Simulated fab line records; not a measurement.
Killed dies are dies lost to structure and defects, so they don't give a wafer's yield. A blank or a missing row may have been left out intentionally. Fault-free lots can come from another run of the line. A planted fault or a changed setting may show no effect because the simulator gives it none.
Which tool was responsible? ; flow gf180mcu ; Sampling: 6 lots, 18 wafers, 3 of 602 route steps

== WHAT THE GAUGES READ, wafer by wafer ==
GF_V1_BOW_MEAS_05.
lot;measured;on;V1_BOW (um)
L725;day 17 07:27;filmMetro-03;96 84 88
L727;day 18 02:55;filmMetro-01;83 83 74
L733;day 20 16:19;filmMetro-03;76 86 87
L735;day 21 09:54;filmMetro-03;80 89 83
L743;day 24 02:27;filmMetro-03;70 81 78
L746;day 25 02:52;filmMetro-03;78 82 79

== EACH LOT AND THE TOOL THAT RAN IT (in order: tool; ch and the chambers of the sampled wafers; start) ==
lot;GF_DNWELL_COAT_02;GF_DNWELL_STRIP_08
L725;lithoTrack-01 ch 0, day 2 16:44;plasmaAsher-03 ch 0,1, day 2 23:55
L727;lithoTrack-03 ch 0, day 3 03:25;plasmaAsher-02 ch 0,1, day 3 09:55
L733;lithoTrack-03 ch 0, day 4 09:34;plasmaAsher-03 ch 0,1, day 4 16:38
L735;lithoTrack-01 ch 0, day 5 00:46;plasmaAsher-03 ch 0, day 5 07:19
L743;lithoTrack-01 ch 0, day 6 16:11;plasmaAsher-02 ch 0,1, day 7 00:48
L746;lithoTrack-01 ch 0, day 7 06:14;plasmaAsher-02 ch 0,1, day 7 14:19
- GF_DNWELL_COAT_02: resist thk 3000 nm.
- GF_DNWELL_STRIP_08: strips in O2/N2.

== THE ANSWER, worked out from the rows above alone ==
Rule: what is usual is taken from the lots themselves. The widest of any qualifying gaps counts: lots, ordered by their means at a reading, are off when they make up no more than a third of the lots, leave a main group of 4 or more, and stand apart from it by 3 or more times the standard deviation of that group's means. A main group is skipped when, at the precision printed for the reading in the tables above, its means are all equal. A lot without any number at a reading at which 4 lots or more have one is off too. Where the step has rows for the other lots, those lots are counted as sound.
No lot is off on any of the readings shown, so nothing can be concluded from this.

== WHAT HAD BEEN PUT IN BY THE SIMULATOR ==
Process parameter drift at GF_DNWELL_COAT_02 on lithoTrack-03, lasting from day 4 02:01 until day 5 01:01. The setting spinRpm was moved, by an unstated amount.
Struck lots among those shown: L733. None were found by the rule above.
